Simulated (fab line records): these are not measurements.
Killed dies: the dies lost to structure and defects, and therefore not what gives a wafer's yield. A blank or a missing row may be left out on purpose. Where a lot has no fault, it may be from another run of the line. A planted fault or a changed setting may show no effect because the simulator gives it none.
A lot that was struck, set against a sound lot | flow sky130 | 38 out of 708 route steps
Sound: wafers L847.1, L847.3, L847.5. Wafers struck: L850.1, L850.3, L850.6. At the end, the cause is stated.
At each step with rows: each side's tool, then ch and its chambers, then its first start. Under that, the readings that differ: sound wafers | struck wafers | difference of the means | sigmas: that difference in standard deviations of wafers without a fault.
alike: words and numbers the same on both sides, and readings whose means are apart by under 2 such deviations; not compared: readings that were withheld, readings missing a value for some wafer, numbers with overlapping values and no deviation given by the record, and bounds like >300 which may hide the same value.
The two part at a step that has a row with sigmas, a row that says differs or no value, or rows on one side only. Numbers that have no deviation but don't overlap get no sigmas and don't part them. A reading missing from all wafers of one side parts the sides only when that side holds two or more wafers.

first, 10 steps without rows for these wafers: SKY_LDD_HVP_HMDS_01 (prime time 60 s); SKY_LDD_HVP_COAT_02 (resist thk 300 nm); SKY_LDD_HVP_SOFTBAKE_03 (time 60 s); SKY_LDD_HVP_EXPOSE_04 (exposes mask HVPTM, target cd 700 nm); SKY_LDD_HVP_PEB_05; SKY_LDD_HVP_DEVELOP_06 (develop time 60 s); SKY_LDD_HVP_IMPLANT_08; SKY_LDD_HVP_STRIP_09 (strips in O2/N2); SKY_LDD_LDN_DEHYDRATE_00 (time 60 s); SKY_LDD_LDN_HMDS_01 (prime time 60 s).
SKY_LDD_LDN_COAT_02: resist thk 1140 nm.
  struck on litho-track-03, day 27 09:00; sound on litho-track-01 ch 0, day 26 04:02
  no value came back on the struck wafers for chill-plate-temp-C (C), dispense-pressure-kPa (kPa), resist-line-temp-C (C); on the sound wafers chill-plate-temp-C (C) reads 22.98 23.03 22.95
then, 4 steps without rows for these wafers: SKY_LDD_LDN_SOFTBAKE_03 (time 60 s); SKY_LDD_LDN_EXPOSE_04 (exposes mask LDNTM, target cd 700 nm); SKY_LDD_LDN_PEB_05; SKY_LDD_LDN_DEVELOP_06 (develop time 60 s).
SKY_LDD_LDN_OVL_MEAS_07:
  sound on overlay-01, day 26 19:02; struck on overlay-01, day 28 00:05
  reading          | sound          | struck | difference                    | sigmas
  LDD_LDN_OVL (nm) | -2.0 -0.6 -0.7 | - - -  | no value on the struck wafers |
then, 20 steps without rows for these wafers: SKY_LDD_LDN_IMPLANT_08; SKY_LDD_LDN_IMPLANT_09; SKY_LDD_LDN_IMPLANT_10; SKY_LDD_LDN_IMPLANT_11; SKY_LDD_LDN_STRIP_12 (strips in O2/N2); SKY_LDD_LDN_CLEAN_14 (cleans in SC1/SC2, time 150 s); SKY_SPACER_CVD_00 (deposits Si3N4 from DCS/NH3, target thk 43.1 nm, time 740 s); SKY_SPACER_ETCHBACK_02 (etches Si3N4 in CH3F/O2, stops on SiO2, time 46.7 s, target depth 45 nm); SKY_POLY_CUT_DEHYDRATE_00 (time 60 s); SKY_POLY_CUT_HMDS_01 (prime time 60 s); SKY_POLY_CUT_COAT_02 (resist thk 60 nm); SKY_POLY_CUT_COAT_03 (resist thk 450 nm); SKY_POLY_CUT_SOFTBAKE_04 (time 90 s); SKY_POLY_CUT_EXPOSE_05 (exposes mask NPCM, target cd 270 nm); SKY_POLY_CUT_PEB_06; SKY_POLY_CUT_DEVELOP_07 (develop time 60 s); SKY_POLY_CUT_ETCH_10 (etches BARC in N2/H2, stops on SiO2, time 45.9 s, target depth 60 nm); SKY_POLY_CUT_ETCH_11 (etches Si3N4 in CF4/CH2F2/Ar, stops on poly-Si, time 42.5 s, target depth 60 nm); SKY_POLY_CUT_STRIP_12 (strips in O2/N2); SKY_SD_P_DEHYDRATE_00 (time 60 s).
-- record jumps: 4 days separate the struck wafers' starts on either side; left off in module SD_P, taken up again in module RES_XHIGH, whose first shown step is the route's number 341 --
SKY_RES_XHIGH_TW_MEAS_09:
  sound on film-metro-03, day 30 11:48; struck on film-metro-04, day 31 14:40
  reading      | sound          | struck         | difference | sigmas
  RES_XHIGH_TW | 1656 1649 1651 | 1930 1935 1926 | +278       | +15
  not compared: hold
-- record jumps: 18 days separate the struck wafers' starts on either side; left off in module RES_XHIGH, taken up again in module PAD_OPEN, whose first shown step is the route's number 708 --
SKY_PAD_OPEN_PROBE_99:
  sound on prober-02, day 48 10:37; struck on prober-02, day 49 05:34
  reading                                 | sound             | struck                                                               | difference                   | sigmas
  hold                                    | - - -             | await-dispo/8.2h/scrap await-dispo/8.2h/scrap await-dispo/8.2h/scrap | no value on the sound wafers |
  killed-at-front-end                     | 15 10 9           | 428 435 405                                                          | +411                         | +91
  killed-dies                             | 77 70 85          | 492 492 492                                                          | +415                         | +44
  killed-on-rim                           | 16 15 21          | 96 96 96                                                             | +79                          | +18
  model.etest.pfet_01v8.r-on-ohm-um       | 2963 2957 2932    | 6648 6254 6445                                                       | +3498                        |
  model.etest.tip_p_5v.rs-ohm-sq          | 2888 2869 2887    | 7108 7107 7129                                                       | +4233                        |
  model.etest.tip_n_5v.rs-ohm-sq          | 1405 1414 1406    | 1006 1012 1015                                                       | -397                         |
  model.etest.pfet-g5v0d10v5.r-on-ohm-um  | 4755 4744 4781    | 5042 4946 4981                                                       | +230                         |
  model.etest.tip_p_5v.rs-ohm-sq-range    | 81.64 67.8 70.33  | 260 222.4 113.5                                                      | +125                         |
  model.etest.pfet_01v8.drive-ua-um       | 187.4 185.2 190.9 | 81.35 87.25 84.3                                                     | -103.53                      |
  model.etest.pfet_01v8_hvt.drive-ua-um   | 139.9 139.2 143.1 | 56.87 61.88 59.33                                                    | -81.37                       |
  model.etest.sram-pfet-latch.drive-ua-um | 139.9 135.9 139.7 | 58.67 62.15 57.59                                                    | -79.03                       |
  alike: killed_at_M0_to_M3, killed_at_M4_up, killed-at-contacts, killed-at-other, killed-open, killed-short

WHERE THEY PART
At SKY_LDD_LDN_COAT_02 first; at SKY_PAD_OPEN_PROBE_99 last (within this record only).

WHY: the cause the simulator had injected
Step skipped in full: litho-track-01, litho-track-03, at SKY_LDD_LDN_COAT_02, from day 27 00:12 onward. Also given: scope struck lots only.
